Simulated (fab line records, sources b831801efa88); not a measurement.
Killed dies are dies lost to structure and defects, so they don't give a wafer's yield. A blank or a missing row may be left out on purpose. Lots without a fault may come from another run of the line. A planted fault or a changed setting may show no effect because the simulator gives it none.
fab line records | flow sky130
record lots=24 wafers=72 last_day=50
route steps=708 shown FIELD_ISO@15 SPACER@306 POLY_CUT@315 SD_P@331 SD_N@353
lots that met no fault: from a run of the same line without faults
start_h: hours from the record's first day to the start of the lot's first wafer shown | wait_h: hours since the lot's step before | " the same as in the row above | L1.1+2: a row that stands for several wafers | - no value, or no start given | * or withheld: withheld | < > ~ a bound
route shown NAME@n: a module of which the file shows steps, and the number in the route of the first | usual: mean/standard deviation of fault-free wafers | same: alike in all rows | chamber/n: place in a boat | sites: the reading at each site | _std_site: their standard deviation | _edge_site: outer sites' mean less inner sites' | radius_mm: how far each site lies from the wafer's centre | mask NAME#n: copy n | behind: the tool/chamber that last shaped the wafer | hold: why the lot was held/for how many hours/how that ended | device: the transistor (n, p or np) that didn't switch | end of line: the same wafers' tests at the end of the route | a step without rows: its recipe alone | killed: dies lost to structure and defects at the first sort, not the wafer's yield | map: a wafer's dies, x killed, . not, _ none there
set.NAME: the setting as run; set.NAME@STEP: as run at that earlier step | model.NAME: the simulator's own value behind a step, which no gauge read
steps of the route over a sample of lots; a table a step, a row a wafer
services: from which hour (start_h, from the record's first day; less than 0 if before it) a tool's chamber was out of use, for how many hours, and why
## steps
# step SKY_FIELD_ISO_ETCH_14
# recipe chemistry=N2/H2 target=BARC ion_energy_ev=200 source_w=500 bias_w=100 pressure_mtorr=30 n2_flow_sccm=100 h2_flow_sccm=200 stop_on=SiO2 time_s=45.9 target_depth_a=600
# usual chamber_pressure_mTorr=30.003/0.027 drypump_motor_current_A=5.8/0.48 oes_product_au=0.853/0.0049 throttle_valve_pct=13.225/0.0092
# columns lot.wafer tool chamber start_h wait_h chamber_pressure_mTorr drypump_motor_current_A oes_product_au rf_hours_counter_h throttle_valve_pct
L074.2 rie_diel-02 1 32.82 0.1 30.013 5.9 0.865 103 13.226
L074.3 " 3 " " 29.983 6.0 0.855 4 13.233
L074.6 " 0 " " 29.981 6.2 0.856 - 13.230
L075.1 rie_diel-02 2 42.53 0.1 30.013 4.7 0.853 35 13.237
L075.2 " 1 " " 30.014 6.0 0.854 103 13.221
L075.4 " 3 " " 29.949 6.0 0.852 5 13.224
L076.1 rie_diel-03 1 42.88 0.1 29.996 5.7 0.854 147 13.225
L076.2 " 2 " " 29.997 6.1 0.852 28 13.224
L076.5 " 1 " " 29.993 5.7 0.859 - 13.215
L077.2 rie_diel-02 1 46.30 0.1 30.026 6.0 0.848 103 13.220
L077.4 " 3 " " 29.969 6.0 0.855 5 13.221
L077.5 " 1 " " 30.020 6.0 0.857 - 13.228
L078.1 rie_diel-03 1 52.22 0.1 29.996 5.7 0.857 147 13.236
L078.2 " 2 " " 30.011 6.1 0.855 28 13.213
L078.5 " 1 " " 30.064 5.7 0.855 - 13.223
L079.2 rie_diel-04 0 56.53 0.1 29.990 5.5 0.857 19 13.223
L079.5 " 0 " " 29.952 5.5 0.854 - 13.240
L079.6 " 1 " " 29.976 6.4 0.861 - 13.236
L080.1 rie_diel-02 1 61.83 0.1 29.938 6.0 0.860 104 13.223
L080.3 " 2 " " 29.997 4.7 0.847 36 13.242
L080.4 " 3 " " 30.030 6.0 0.855 5 13.226
L081.3 rie_diel-04 0 68.58 0.1 30.025 5.5 0.863 20 13.230
L081.4 " 3 " " 30.019 5.9 0.856 1 13.202
L081.6 " 2 " " 30.040 6.2 0.855 - 13.228
L082.1 rie_diel-02 0 73.15 0.1 30.051 6.2 0.855 2 13.230
L082.2 " 3 " " 30.031 6.0 0.845 6 13.233
L082.4 " 2 " " 30.030 4.7 0.858 - 13.212
L083.1 rie_diel-03 2 76.77 0.1 29.977 6.1 0.854 29 13.209
L083.2 " 3 " " 29.990 5.8 0.858 166 13.215
L083.6 " 0 " " 29.972 5.5 0.852 - 13.222
L084.4 rie_diel-04 3 83.14 0.1 30.003 5.9 0.870 - 13.239
L084.5 " 2 " " 30.062 6.2 0.858 - 13.223
L084.6 " 0 " " 29.993 5.5 0.853 - 13.233
L085.3 rie_diel-03 2 85.67 0.1 30.008 6.1 0.848 29 13.226
L085.4 " 1 " " 30.006 5.7 0.857 148 13.209
L085.6 " 2 " " 30.015 6.1 0.853 - 13.222
L086.2 rie_diel-02 0 90.22 0.1 30.004 6.2 0.851 2 13.217
L086.4 " 1 " " 30.011 5.9 0.852 104 13.224
L086.6 " 3 " " 30.005 6.0 0.849 - 13.237
L087.3 rie_diel-02 1 96.37 0.1 30.060 5.9 0.857 104 13.224
L087.4 " 1 " " 29.983 5.9 0.853 - 13.225
L087.6 " 3 " " 30.013 6.0 0.847 - 13.235
L088.2 rie_diel-04 2 105.88 0.1 30.016 6.2 0.857 38 13.234
L088.5 " 3 " " 29.972 5.9 0.848 - 13.217
L088.6 " 2 " " 30.057 6.2 0.848 - 13.239
L089.2 rie_diel-04 2 109.28 0.1 30.024 6.2 0.855 38 13.244
L089.4 " 3 " " 29.953 5.9 0.843 1 13.210
L089.5 " 1 " " 30.024 6.4 0.856 - 13.221
L090.3 rie_diel-04 1 112.70 0.1 30.021 6.4 0.863 50 13.222
L090.4 " 2 " " 29.995 6.2 0.863 38 13.238
L090.6 " 0 " " 29.999 5.5 0.848 - 13.222
L091.1 rie_diel-02 2 118.37 0.1 29.997 4.7 0.857 37 13.218
L091.2 " 1 " " 29.989 6.0 0.856 104 13.238
L091.5 " 3 " " 30.002 6.0 0.851 - 13.225
L092.1 rie_diel-04 3 122.70 0.1 29.982 5.9 0.855 2 13.234
L092.2 " 1 " " 29.987 6.4 0.851 50 13.218
L092.5 " 2 " " 29.967 6.2 0.849 - 13.229
L093.1 rie_diel-04 1 126.82 0.1 30.053 6.4 0.852 50 13.224
L093.3 " 0 " " 30.037 5.5 0.857 21 13.249
L093.4 " 2 " " 30.014 6.2 0.851 38 13.215
L094.1 rie_diel-02 1 132.70 0.1 30.012 6.0 0.859 105 13.218
L094.5 " 2 " " 30.031 4.6 0.858 - 13.213
L094.6 " 1 " " 29.964 6.0 0.853 - 13.214
L095.2 rie_diel-04 0 138.15 0.1 30.025 5.5 0.853 21 13.222
L095.4 " 2 " " 30.032 6.2 0.842 38 13.229
L095.6 " 2 " " 29.976 6.2 0.852 - 13.216
L096.2 rie_diel-04 1 143.47 0.1 30.023 6.4 0.856 50 13.227
L096.3 " 3 " " 30.029 5.9 0.854 2 13.210
L096.5 " 2 " " 29.999 6.2 0.861 - 13.222
L097.1 rie_diel-02 2 148.73 0.1 29.983 4.7 0.852 38 13.230
L097.3 " 1 " " 30.003 6.0 0.842 105 13.241
L097.6 " 2 " " 29.946 4.7 0.849 - 13.199
# step SKY_FIELD_ISO_ETCH_15
# recipe chemistry=CHF3/O2 target_depth_nm=180 stop_on=Si source_w=600 bias_w=200 pressure_mtorr=40 chf3_flow_sccm=50 O2_flow_sccm=5 time_s=72
# usual chamber_pressure_mTorr=40.00/0.035 chf3_flow_sccm=50.01/0.14 drypump_motor_current_A=5.8/0.48 oes_product_au=0.947/0.0085 throttle_valve_pct=8.845/0.01
# columns lot.wafer tool chamber start_h wait_h chamber_pressure_mTorr chf3_flow_sccm drypump_motor_current_A oes_product_au rf_hours_counter_h throttle_valve_pct
L074.2 rie_diel-02 1 32.86 0.0 39.97 49.88 6.0 0.952 103 8.842
L074.3 " 3 " " 39.96 49.92 6.0 0.952 4 8.858
L074.6 " 0 " " 40.01 49.86 6.2 0.937 - 8.849
L075.1 rie_diel-02 2 42.57 0.0 40.01 50.16 4.7 0.932 35 8.853
L075.2 " 1 " " 39.96 49.87 6.0 0.938 103 8.855
L075.4 " 3 " " 40.04 49.90 6.0 0.935 5 8.860
L076.1 rie_diel-03 1 42.92 0.0 39.97 50.11 5.7 0.955 147 8.848
L076.2 " 2 " " 40.00 49.71 6.0 0.958 28 8.844
L076.5 " 1 " " 40.06 50.08 5.8 0.963 - 8.851
L077.2 rie_diel-02 1 46.34 0.0 40.01 50.16 5.9 0.954 103 8.838
L077.4 " 3 " " 40.00 50.14 6.0 0.943 5 8.847
L077.5 " 1 " " 39.99 50.06 6.0 0.954 - 8.838
L078.1 rie_diel-03 1 52.26 0.0 39.98 49.93 5.7 0.937 147 8.828
L078.2 " 2 " " 40.01 50.16 6.1 0.943 28 8.847
L078.5 " 1 " " 40.07 50.12 5.7 0.940 - 8.844
L079.2 rie_diel-04 0 56.57 0.0 40.03 50.14 5.5 0.936 19 8.846
L079.5 " 0 " " 40.01 50.20 5.5 0.948 - 8.852
L079.6 " 1 " " 39.98 50.01 6.4 0.941 - 8.855
L080.1 rie_diel-02 1 61.87 0.0 40.03 50.06 6.0 0.946 104 8.828
L080.3 " 2 " " 40.00 50.11 4.7 0.950 36 8.838
L080.4 " 3 " " 39.98 49.83 6.0 0.951 5 8.851
L081.3 rie_diel-04 0 68.62 0.0 40.05 50.31 5.5 0.956 20 8.851
L081.4 " 3 " " 40.01 49.93 5.9 0.941 1 8.838
L081.6 " 2 " " 39.94 50.08 6.2 0.954 - 8.854
L082.1 rie_diel-02 0 73.19 0.0 40.04 50.07 6.2 0.943 2 8.845
L082.2 " 3 " " 40.00 50.08 6.0 0.948 6 8.834
L082.4 " 2 " " 40.05 49.97 4.6 0.937 - 8.835
L083.1 rie_diel-03 2 76.81 0.0 39.99 49.89 6.1 0.942 29 8.839
L083.2 " 3 " " 40.07 49.88 5.8 0.929 166 8.837
L083.6 " 0 " " 39.99 50.25 5.5 0.933 - 8.839
L084.4 rie_diel-04 3 83.19 0.0 39.99 50.02 5.9 0.941 - 8.828
L084.5 " 2 " " 39.98 50.06 6.2 0.934 - 8.839
L084.6 " 0 " " 39.99 49.99 5.5 0.931 - 8.847
L085.3 rie_diel-03 2 85.71 0.0 40.02 49.76 6.1 0.942 29 8.851
L085.4 " 1 " " 40.02 49.84 5.7 0.942 148 8.825
L085.6 " 2 " " 40.06 49.82 6.1 0.942 - 8.839
L086.2 rie_diel-02 0 90.26 0.0 39.92 50.15 6.2 0.932 2 8.845
L086.4 " 1 " " 39.98 50.19 5.9 0.940 104 8.829
L086.6 " 3 " " 40.07 49.95 6.0 0.939 - 8.858
L087.3 rie_diel-02 1 96.41 0.0 40.07 50.15 5.9 0.955 104 8.845
L087.4 " 1 " " 39.98 50.31 6.0 0.954 - 8.860
L087.6 " 3 " " 39.99 49.83 6.0 0.948 - 8.855
L088.2 rie_diel-04 2 105.92 0.0 39.99 49.95 6.2 0.955 38 8.864
L088.5 " 3 " " 40.03 49.84 5.9 0.967 - 8.852
L088.6 " 2 " " 40.01 50.13 6.1 0.960 - 8.852
L089.2 rie_diel-04 2 109.32 0.0 40.02 50.07 6.2 0.958 38 8.853
L089.4 " 3 " " 39.99 49.81 5.9 0.950 1 8.833
L089.5 " 1 " " 39.99 49.86 6.4 0.949 - 8.839
L090.3 rie_diel-04 1 112.74 0.0 40.00 50.02 6.4 0.938 50 8.849
L090.4 " 2 " " 39.97 50.17 6.2 0.945 38 8.852
L090.6 " 0 " " 39.93 49.96 5.5 0.956 - 8.842
L091.1 rie_diel-02 2 118.41 0.0 39.99 50.21 4.6 0.951 37 8.831
L091.2 " 1 " " 40.00 50.13 5.9 0.957 104 8.840
L091.5 " 3 " " 39.96 49.95 6.0 0.956 - 8.846
L092.1 rie_diel-04 3 122.74 0.0 40.00 50.32 5.9 0.954 2 8.839
L092.2 " 1 " " 40.01 49.97 6.4 0.959 50 8.849
L092.5 " 2 " " 40.01 49.90 6.2 0.966 - 8.843
L093.1 rie_diel-04 1 126.86 0.0 40.01 50.05 6.4 0.932 50 8.831
L093.3 " 0 " " 39.96 49.87 5.5 0.933 21 8.861
L093.4 " 2 " " 39.98 49.93 6.2 0.939 38 8.841
L094.1 rie_diel-02 1 132.74 0.0 40.02 50.06 5.9 0.949 105 8.851
L094.5 " 2 " " 39.95 49.89 4.6 0.957 - 8.837
L094.6 " 1 " " 39.96 50.13 5.9 0.945 - 8.865
L095.2 rie_diel-04 0 138.19 0.0 40.01 50.05 5.5 0.948 21 8.826
L095.4 " 2 " " 39.95 49.88 6.2 0.954 38 8.841
L095.6 " 2 " " 39.95 49.92 6.1 0.951 - 8.866
L096.2 rie_diel-04 1 143.51 0.0 39.99 50.05 6.4 0.940 51 8.857
L096.3 " 3 " " 39.94 50.01 5.9 0.954 2 8.843
L096.5 " 2 " " 40.04 50.17 6.2 0.940 - 8.841
L097.1 rie_diel-02 2 148.77 0.0 40.01 49.97 4.6 0.954 38 8.842
L097.3 " 1 " " 39.99 50.15 5.9 0.953 105 8.850
L097.6 " 2 " " 39.96 49.90 4.6 0.955 - 8.848
# step SKY_SPACER_ETCHBACK_02
# recipe chemistry=CH3F/O2 target=Si3N4 stop_on=SiO2 source_w=400 bias_w=80 pressure_mtorr=25 ch3f_flow_sccm=40 O2_flow_sccm=30 time_s=46.7 target_depth_a=450
# usual chamber_pressure_mTorr=24.998/0.021 drypump_motor_current_A=5.8/0.49 oes_product_au=0.855/0.0076 throttle_valve_pct=10.563/0.0084
# columns lot.wafer tool chamber start_h wait_h chamber_pressure_mTorr drypump_motor_current_A oes_product_au rf_hours_counter_h throttle_valve_pct
L074.2 rie_diel-04 2 548.77 0.0 25.002 6.2 0.849 44 10.564
L074.3 " 3 " " 25.010 5.9 0.859 9 10.572
L074.6 " 1 " " 25.000 6.4 0.857 - 10.566
L076.1 rie_diel-04 3 562.49 0.1 24.995 5.9 0.876 9 10.575
L076.2 " 2 " " 24.999 6.1 0.862 45 10.569
L076.5 " 1 " " 25.028 6.4 0.862 - 10.573
L075.1 rie_diel-01 1 566.57 0.1 25.022 6.6 0.860 2 10.585
L075.2 " 2 " " 25.006 5.3 0.857 14 10.548
L075.4 " 0 " " 25.027 5.8 0.858 7 10.567
L077.2 rie_diel-02 3 574.56 0.0 24.986 6.0 0.859 15 10.565
L077.4 " 2 " " 25.021 4.7 0.850 46 10.560
L077.5 " 3 " " 24.986 6.0 0.852 - 10.556
L078.1 rie_diel-01 1 575.76 0.1 25.003 6.6 0.862 2 10.559
L078.2 " 3 " " 24.995 5.4 0.858 14 10.570
L078.5 " 3 " " 25.004 5.4 0.864 - 10.551
L079.2 rie_diel-01 3 589.02 0.0 24.987 5.4 0.856 14 10.566
L079.5 " 3 " " 24.974 5.4 0.864 - 10.566
L079.6 " 2 " " 24.996 5.3 0.857 - 10.562
L080.1 rie_diel-04 2 589.02 0.1 25.011 6.1 0.852 45 10.557
L080.3 " 1 " " 24.998 6.4 0.858 57 10.563
L080.4 " 0 " " 25.004 5.5 0.860 28 10.566
L081.3 rie_diel-02 1 596.22 0.0 24.978 5.9 0.859 3 10.573
L081.4 " 3 " " 24.974 6.0 0.859 15 10.577
L081.6 " 2 " " 25.018 4.6 0.857 - 10.564
L082.1 rie_diel-02 3 612.48 0.1 24.954 6.0 0.854 16 10.555
L082.2 " 2 " " 24.982 4.6 0.860 47 10.552
L082.4 " 0 " " 24.977 6.2 0.855 13 10.546
L083.1 rie_diel-04 2 612.48 0.1 25.038 6.2 0.850 45 10.564
L083.2 " 1 " " 24.999 6.4 0.858 57 10.575
L083.6 " 3 " " 25.023 5.9 0.858 - 10.558
L084.4 rie_diel-02 0 619.27 0.0 24.983 6.2 0.855 14 10.556
L084.5 " 0 " " 24.979 6.2 0.859 - 10.560
L084.6 " 1 " " 24.994 5.9 0.858 - 10.546
L085.3 rie_diel-01 2 623.65 0.0 25.005 5.3 0.862 15 10.576
L085.4 " 0 " " 25.012 5.8 0.861 8 10.558
L085.6 " 1 " " 25.002 6.6 0.855 - 10.566
L086.2 rie_diel-01 0 641.38 0.0 24.956 5.9 0.839 9 10.563
L086.4 " 1 " " 25.030 6.6 0.839 3 10.568
L086.6 " 2 " " 25.031 5.3 0.839 - 10.564
L087.3 rie_diel-01 1 645.46 0.0 24.999 6.6 0.854 3 10.567
L087.4 " 2 " " 24.984 5.3 0.855 15 10.565
L087.6 " 3 " " 24.997 5.4 0.850 - 10.560
L089.2 rie_diel-01 0 654.56 0.0 24.972 5.8 0.836 9 10.563
L089.4 " 3 " " 24.961 5.4 0.854 16 10.550
L089.5 " 2 " " 25.010 5.3 0.850 - 10.565
L088.2 rie_diel-04 3 656.81 0.0 24.984 5.9 0.849 10 10.561
L088.5 " 2 " " 25.016 6.2 0.848 - 10.563
L088.6 " 3 " " 25.018 5.9 0.849 - 10.572
L092.1 rie_diel-04 3 683.41 0.1 25.005 5.9 0.863 11 10.549
L092.2 " 0 " " 25.004 5.5 0.864 29 10.573
L092.5 " 3 " " 25.030 5.9 0.859 - 10.570
L090.3 rie_diel-02 2 686.32 0.0 24.950 4.6 0.849 49 10.543
L090.4 " 1 " " 24.990 5.9 0.849 5 10.552
L090.6 " 1 " " 24.993 6.0 0.856 - 10.591
L091.1 rie_diel-02 2 687.52 0.1 24.970 4.7 0.862 49 10.555
L091.2 " 0 " " 24.990 6.2 0.862 15 10.556
L091.5 " 2 " " 25.037 4.7 0.852 - 10.555
L093.1 rie_diel-04 2 692.06 0.1 24.987 6.1 0.845 47 10.548
L093.3 " 3 " " 25.010 5.9 0.840 11 10.577
L093.4 " 1 " " 25.004 6.4 0.842 0 10.576
L094.1 rie_diel-04 0 700.41 0.1 25.005 5.5 0.868 30 10.553
L094.5 " 1 " " 24.994 6.4 0.862 - 10.560
L094.6 " 0 " " 25.033 5.5 0.866 - 10.549
L095.2 rie_diel-01 0 701.62 0.0 24.973 5.7 0.851 10 10.558
L095.4 " 3 " " 24.962 5.4 0.845 16 10.560
L095.6 " 3 " " 25.006 5.4 0.846 - 10.568
L096.2 rie_diel-01 0 708.81 0.0 24.994 5.8 0.856 10 10.554
L096.3 " 3 " " 24.965 5.4 0.860 16 10.565
L096.5 " 1 " " 25.010 6.6 0.860 - 10.565
L097.1 rie_diel-02 0 711.07 0.1 25.017 6.2 0.856 15 10.565
L097.3 " 1 " " 24.983 5.9 0.858 6 10.574
L097.6 " 2 " " 24.999 4.7 0.850 - 10.558
# step SKY_POLY_CUT_CD_MEAS_08
# recipe target_cd_nm=270
# usual cd_nm=270.6/1.4
# columns lot.wafer tool chamber start_h wait_h cd_nm
L074.2 cd_sem-02 - 578.43 - 271.4
L074.3 " - " " 270.5
L074.6 " - " " 269.9
L076.1 cd_sem-02 - 592.28 - 269.7
L076.2 " - " " 268.4
L076.5 " - " " 269.1
L075.1 cd_sem-01 - 595.06 - 269.1
L075.2 " - " " 270.2
L075.4 " - " " 271.4
L077.2 cd_sem-01 - 604.13 - 271.3
L077.4 " - " " 270.0
L077.5 " - " " 269.9
L078.1 cd_sem-01 - 605.41 - 270.0
L078.2 " - " " 270.7
L078.5 " - " " 270.8
L079.2 cd_sem-01 - 617.88 - 273.2
L079.5 " - " " 271.5
L079.6 " - " " 273.9
L080.1 cd_sem-02 - 618.11 - 271.4
L080.3 " - " " 271.5
L080.4 " - " " 271.2
L081.3 cd_sem-02 - 624.72 - 269.6
L081.4 " - " " 272.1
L081.6 " - " " 270.3
L082.1 cd_sem-02 - 640.56 - 268.4
L082.2 " - " " 266.9
L082.4 " - " " 268.7
L083.1 cd_sem-01 - 640.78 - 270.2
L083.2 " - " " 271.6
L083.6 " - " " 271.7
L084.4 cd_sem-02 - 647.39 - 271.7
L084.5 " - " " 270.0
L084.6 " - " " 272.0
L085.3 cd_sem-01 - 652.36 - 269.9
L085.4 " - " " 270.8
L085.6 " - " " 271.4
L086.2 cd_sem-01 - 669.03 - 273.2
L086.4 " - " " 272.9
L086.6 " - " " 272.2
L087.3 cd_sem-02 - 673.65 - 268.6
L087.4 " - " " 269.1
L087.6 " - " " 268.2
L089.2 cd_sem-01 - 682.73 - 270.5
L089.4 " - " " 269.7
L089.5 " - " " 271.9
L088.2 cd_sem-01 - 684.64 - 271.9
L088.5 " - " " 270.8
L088.6 " - " " 271.0
L092.1 cd_sem-01 - 712.11 - 267.8
L092.2 " - " " 270.6
L092.5 " - " " 269.4
L090.3 cd_sem-01 - 713.70 - 272.7
L090.4 " - " " 270.9
L090.6 " - " " 271.3
L091.1 cd_sem-01 - 715.38 - 270.4
L091.2 " - " " 270.8
L091.5 " - " " 270.9
L093.1 cd_sem-01 - 720.41 - 268.7
L093.3 " - " " 268.7
L093.4 " - " " 270.7
L094.1 cd_sem-02 - 728.13 - 266.8
L094.5 " - " " 268.0
L094.6 " - " " 268.6
L095.2 cd_sem-02 - 729.93 - 271.3
L095.4 " - " " 271.1
L095.6 " - " " 271.2
L096.2 cd_sem-02 - 736.58 - 269.1
L096.3 " - " " 270.6
L096.5 " - " " 269.2
L097.1 cd_sem-02 - 738.55 - 271.2
L097.3 " - " " 270.5
L097.6 " - " " 269.7
# step SKY_SD_P_TW_MEAS_11
# usual SD_P_TW=2823/21
# columns lot.wafer tool chamber start_h wait_h SD_P_TW
L074.2 film_metro-01 - 608.34 0.1 2808
L074.3 " - " " 2803
L074.6 " - " " 2814
L076.1 film_metro-01 - 622.12 0.1 2826
L076.2 " - " " 2821
L076.5 " - " " 2831
L075.1 film_metro-01 - 624.03 0.1 2819
L075.2 " - " " 2814
L075.4 " - " " 2833
L077.2 film_metro-03 - 633.13 0.1 2851
L077.4 " - " " 2855
L077.5 " - " " 2865
L078.1 film_metro-01 - 634.25 0.1 2830
L078.2 " - " " 2810
L078.5 " - " " 2836
L079.2 film_metro-03 - 645.89 0.1 2866
L079.5 " - " " 2868
L079.6 " - " " 2853
L080.1 film_metro-01 - 646.77 0.1 2825
L080.3 " - " " 2807
L080.4 " - " " 2812
L081.3 film_metro-04 - 653.35 0.1 2819
L081.4 " - " " 2816
L081.6 " - " " 2820
L082.1 film_metro-01 - 668.52 0.1 2840
L082.2 " - " " 2827
L082.4 " - " " 2824
L083.1 film_metro-01 - 669.10 0.1 2841
L083.2 " - " " 2830
L083.6 " - " " 2828
L084.4 film_metro-01 - 676.58 0.1 2806
L084.5 " - " " 2818
L084.6 " - " " 2811
L085.3 film_metro-01 - 680.57 0.1 2812
L085.4 " - " " 2808
L085.6 " - " " 2819
L086.2 film_metro-01 - 698.11 0.1 2821
L086.4 " - " " 2826
L086.6 " - " " 2812
L087.3 film_metro-03 - 701.97 0.1 2850
L087.4 " - " " 2866
L087.6 " - " " 2875
L089.2 film_metro-01 - 712.01 0.1 2813
L089.4 " - " " 2823
L089.5 " - " " 2821
L088.2 film_metro-03 - 713.26 0.1 2864
L088.5 " - " " 2880
L088.6 " - " " 2875
L092.1 film_metro-04 - 740.33 0.1 2798
L092.2 " - " " 2802
L092.5 " - " " 2785
L090.3 film_metro-01 - 741.52 0.1 2782
L090.4 " - " " 2795
L090.6 " - " " 2784
L091.1 film_metro-04 - 742.63 0.1 2822
L091.2 " - " " 2813
L091.5 " - " " 2802
L093.1 film_metro-04 - 747.73 0.1 2811
L093.3 " - " " 2825
L093.4 " - " " 2808
L094.1 film_metro-01 - 755.35 0.1 2817
L094.5 " - " " 2815
L094.6 " - " " 2809
L095.2 film_metro-04 - 757.26 0.1 2818
L095.4 " - " " 2823
L095.6 " - " " 2821
L096.2 film_metro-01 - 763.46 0.1 2815
L096.3 " - " " 2807
L096.5 " - " " 2812
L097.1 film_metro-04 - 765.27 0.1 2819
L097.3 " - " " 2817
L097.6 " - " " 2818
# step SKY_SD_N_STRIP_11
# recipe chemistry=O2/N2 power_w=1400 pressure_mtorr=1500 platen_temp_c=withheld o2_flow_sccm=3000 n2_flow_sccm=300 overash_fraction=0.5
# usual chamber_pressure_mTorr=1499.7/1.3 drypump_motor_current_A=5.6/0.54 oes_product_au=0.527/0.0043 strip_time_to_endpoint_s=22.55/0.038
# columns lot.wafer tool chamber start_h wait_h chamber_pressure_mTorr drypump_motor_current_A oes_product_au rf_hours_counter_h strip_time_to_endpoint_s
L074.2 plasma_asher-04 1 665.61 0.1 1501.8 4.8 0.533 23 22.56
L074.3 " 1 " " 1497.9 4.8 0.527 - 22.58
L074.6 " 0 " " 1502.0 6.2 0.530 - 22.58
L076.1 plasma_asher-01 0 679.22 0.1 1499.1 6.2 0.533 89 22.57
L076.2 " 1 " " 1498.7 5.6 0.527 89 22.58
L076.5 " 1 " " 1499.6 5.7 0.532 - 22.59
L075.1 plasma_asher-04 1 681.02 0.1 1499.8 4.8 0.528 25 22.51
L075.2 " 0 " " 1500.9 6.3 0.525 25 22.53
L075.4 " 1 " " 1500.3 4.8 0.525 - 22.60
L077.2 plasma_asher-04 1 689.30 0.1 1499.1 4.8 0.525 26 22.50
L077.4 " 1 " " 1498.8 4.8 0.534 - 22.49
L077.5 " 0 " " 1500.7 6.2 0.531 - 22.49
L078.1 plasma_asher-01 0 691.62 0.1 1498.1 6.1 0.528 90 22.54
L078.2 " 1 " " 1499.6 5.6 0.526 90 22.52
L078.5 " 1 " " 1499.7 5.6 0.521 - 22.54
L079.2 plasma_asher-04 0 702.26 0.1 1500.2 6.2 0.530 27 22.52
L079.5 " 0 " " 1498.4 6.2 0.525 - 22.47
L079.6 " 1 " " 1500.3 4.8 0.523 - 22.55
L080.1 plasma_asher-04 0 703.77 0.1 1501.0 6.2 0.528 27 22.60
L080.3 " 1 " " 1497.9 4.8 0.527 - 22.57
L080.4 " 0 " " 1498.6 6.2 0.520 - 22.55
L081.3 plasma_asher-03 0 710.99 0.1 1500.2 5.3 0.530 - 22.55
L081.4 " 1 " " 1500.5 5.4 0.528 - 22.52
L081.6 " 1 " " 1499.5 5.4 0.527 - 22.58
L082.1 plasma_asher-04 0 725.50 0.1 1498.0 6.3 0.521 29 22.60
L082.2 " 1 " " 1499.5 4.8 0.534 29 22.56
L082.4 " 1 " " 1499.5 4.8 0.530 - 22.59
L083.1 plasma_asher-04 1 726.42 0.1 1500.1 4.8 0.529 29 22.51
L083.2 " 0 " " 1499.7 6.2 0.527 29 22.53
L083.6 " 0 " " 1502.1 6.2 0.524 - 22.50
L084.4 plasma_asher-03 0 731.60 0.1 1501.7 5.3 0.531 - 22.57
L084.5 " 1 " " 1497.6 5.4 0.521 - 22.52
L084.6 " 0 " " 1501.6 5.3 0.530 - 22.53
L085.3 plasma_asher-04 1 736.70 0.1 1498.8 4.8 0.527 - 22.56
L085.4 " 0 " " 1501.2 6.2 0.529 - 22.54
L085.6 " 1 " " 1500.9 4.8 0.531 - 22.60
L086.2 plasma_asher-01 1 753.20 0.1 1499.7 5.7 0.526 96 22.54
L086.4 " 0 " " 1497.0 6.2 0.529 - 22.53
L086.6 " 1 " " 1500.4 5.7 0.523 - 22.54
L087.3 plasma_asher-04 1 757.99 0.1 1500.7 4.8 0.521 - 22.59
L087.4 " 0 " " 1499.2 6.2 0.526 - 22.53
L087.6 " 0 " " 1499.8 6.2 0.536 - 22.59
L089.2 plasma_asher-01 1 766.15 0.1 1499.1 5.6 0.531 98 22.53
L089.4 " 0 " " 1496.9 6.2 0.528 - 22.47
L089.5 " 0 " " 1499.4 6.1 0.528 - 22.52
L088.2 plasma_asher-01 1 766.75 0.1 1499.4 5.7 0.534 98 22.51
L088.5 " 1 " " 1501.0 5.6 0.530 - 22.57
L088.6 " 0 " " 1498.6 6.1 0.529 - 22.57
L092.1 plasma_asher-03 0 792.66 0.1 1500.7 5.3 0.531 63 22.52
L092.2 " 1 " " 1499.1 5.4 0.526 63 22.53
L092.5 " 0 " " 1498.7 5.3 0.522 - 22.52
L090.3 plasma_asher-01 0 795.15 0.1 1499.0 6.2 0.522 - 22.60
L090.4 " 1 " " 1501.1 5.6 0.525 - 22.64
L090.6 " 1 " " 1499.5 5.6 0.524 - 22.63
L091.1 plasma_asher-04 1 796.81 0.1 1497.8 4.8 0.531 36 22.55
L091.2 " 0 " " 1497.5 6.3 0.530 36 22.52
L091.5 " 0 " " 1498.2 6.2 0.527 - 22.49
L093.1 plasma_asher-03 0 800.61 0.1 1500.9 5.3 0.528 64 22.55
L093.3 " 0 " " 1499.3 5.3 0.534 - 22.59
L093.4 " 1 " " 1500.5 5.4 0.535 - 22.54
L094.1 plasma_asher-03 0 808.66 0.1 1499.4 5.3 0.542 65 22.59
L094.5 " 0 " " 1497.0 5.3 0.529 - 22.60
L094.6 " 1 " " 1499.3 5.4 0.533 - 22.60
L095.2 plasma_asher-01 0 810.56 0.1 1497.6 6.2 0.523 102 22.59
L095.4 " 0 " " 1499.4 6.1 0.525 - 22.55
L095.6 " 1 " " 1498.2 5.6 0.524 - 22.60
L096.2 plasma_asher-03 0 816.60 0.1 1499.9 5.3 0.531 66 22.57
L096.3 " 0 " " 1498.8 5.3 0.523 - 22.59
L096.5 " 1 " " 1500.5 5.4 0.527 - 22.59
L097.1 plasma_asher-04 0 817.87 0.1 1499.1 6.2 0.531 37 22.48
L097.3 " 0 " " 1498.4 6.2 0.521 - 22.54
L097.6 " 0 " " 1502.4 6.2 0.527 - 22.51
## services
# columns tool chamber start_h hours kind
rie_diel-02 1 69.05 5.0 repair
rie_diel-04 1 77.51 5.7 repair
rie_diel-02 0 93.64 8.8 repair
rie_diel-02 - 103.67 6.6 repair
rie_diel-02 - 126.08 2.8 pm
rie_diel-02 3 131.09 44.9 repair
rie_diel-02 - 276.29 2.3 repair
rie_diel-02 0 277.67 9.6 repair
rie_diel-04 2 279.46 6.3 repair
rie_diel-04 0 303.88 7.7 repair
rie_diel-04 2 339.86 5.7 repair
rie_diel-04 0 378.32 9.7 repair
rie_diel-04 2 414.80 8.8 repair
rie_diel-04 1 415.32 3.8 repair
rie_diel-04 - 416.48 2.8 pm
rie_diel-04 1 438.74 23.4 repair
rie_diel-02 3 550.47 7.9 repair
rie_diel-04 1 577.60 7.6 repair
rie_diel-02 2 598.04 6.3 repair
rie_diel-02 3 599.52 4.2 repair
rie_diel-02 3 607.35 1.9 repair
rie_diel-04 2 686.96 5.0 repair
rie_diel-04 0 714.40 7.3 repair
rie_diel-04 3 799.81 31.0 repair
## key
fault none
